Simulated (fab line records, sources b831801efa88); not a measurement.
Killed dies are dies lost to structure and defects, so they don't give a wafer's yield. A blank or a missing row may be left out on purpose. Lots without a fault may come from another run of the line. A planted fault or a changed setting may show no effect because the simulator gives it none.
Chamber matching | flow sky130 | SKY_POLY_GATE_ETCH_15 on rie_diel-03: 4 sister chambers
The step etches BARC in N2/H2, stops on SiO2, time 118.5 s, target depth 110 nm. 18 wafers are shown with their chamber, then 9 later ones without.

WAFERS WITH THEIR CHAMBER
wafer  | chamber | drypump_motor_current_A (A) | throttle_valve_pct (%) | n2_flow_sccm (sccm)
L186.1 | 0       | 5.3                         | 13.222                 | 99.9
L186.3 | 1       | 5.1                         | 13.196                 | 99.6
L186.4 | 2       | 5.9                         | 13.211                 | 99.9
L189.1 | 1       | 5.1                         | 13.201                 | 100.1
L189.4 | 0       | 5.3                         | 13.205                 | 100.1
L189.5 | 2       | 5.9                         | 13.205                 | 100.0
L190.1 | 3       | 5.1                         | 13.196                 | 99.8
L190.2 | 0       | 5.3                         | 13.225                 | 100.5
L190.4 | 2       | 5.8                         | 13.215                 | 99.9
L191.1 | 2       | 5.9                         | 13.204                 | 100.1
L191.4 | 1       | 5.1                         | 13.208                 | 100.1
L191.5 | 1       | 5.1                         | 13.229                 | 99.6
L192.1 | 3       | 5.1                         | 13.205                 | 100.7
L192.4 | 0       | 5.3                         | 13.224                 | 100.0
L192.5 | 0       | 5.3                         | 13.213                 | 100.3
L204.2 | 0       | 5.3                         | 13.209                 | 99.7
L204.3 | 2       | 5.9                         | 13.205                 | 100.0
L204.5 | 2       | 5.9                         | 13.203                 | 100.0

SIGNATURES (means of the wafers above)
reading                 | chamber 0 | chamber 1 | chamber 2 | chamber 3 | scatter within a chamber
drypump_motor_current_A | 5.300     | 5.100     | 5.883     | 5.100     | 0.0244
throttle_valve_pct      | 13.21633  | 13.20850  | 13.20717  | 13.20050  | 0.00905
n2_flow_sccm            | 100.083   | 99.850    | 99.983    | 100.250   | 0.279
Rule: a wafer's distance from a chamber is the root of the sum, over the readings, of the square of ((its reading less the chamber's mean) divided by the reading's scatter). The wafer belongs to the nearest chamber; if the next one is less than 2 further off, it can't be placed. The scatter: the root of (the sum of the squares of (reading less its chamber's mean) over the shown wafers, divided by (wafers less chambers)).

WAFERS WITHOUT THEIR CHAMBER
wafer  | drypump_motor_current_A (A) | throttle_valve_pct (%) | n2_flow_sccm (sccm)
L205.1 | 5.1                         | 13.188                 | 99.8
L205.2 | 5.8                         | 13.213                 | 99.9
L205.6 | 5.1                         | 13.210                 | 100.2
L207.2 | 5.1                         | 13.209                 | 100.7
L207.4 | 5.1                         | 13.212                 | 99.8
L207.5 | 5.8                         | 13.214                 | 100.1
L208.2 | 5.1                         | 13.210                 | 100.1
L208.3 | 5.1                         | 13.218                 | 100.2
L208.4 | 5.4                         | 13.206                 | 99.7

WHICH CHAMBER EACH WENT THROUGH
wafer  | from the rows above     | in truth
L205.1 | can't be placed: 3 or 1 | 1
L205.2 | 2                       | 2
L205.6 | can't be placed: 3 or 1 | 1
L207.2 | can't be placed: 3 or 1 | 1
L207.4 | can't be placed: 1 or 3 | 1
L207.5 | 2                       | 2
L208.2 | can't be placed: 1 or 3 | 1
L208.3 | can't be placed: 1 or 3 | 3
L208.4 | 0                       | 0
Placed correctly: 3 of 9. Can't be placed from these rows: 6 (the true chamber is among the candidates in 6). Placed wrongly: 0.
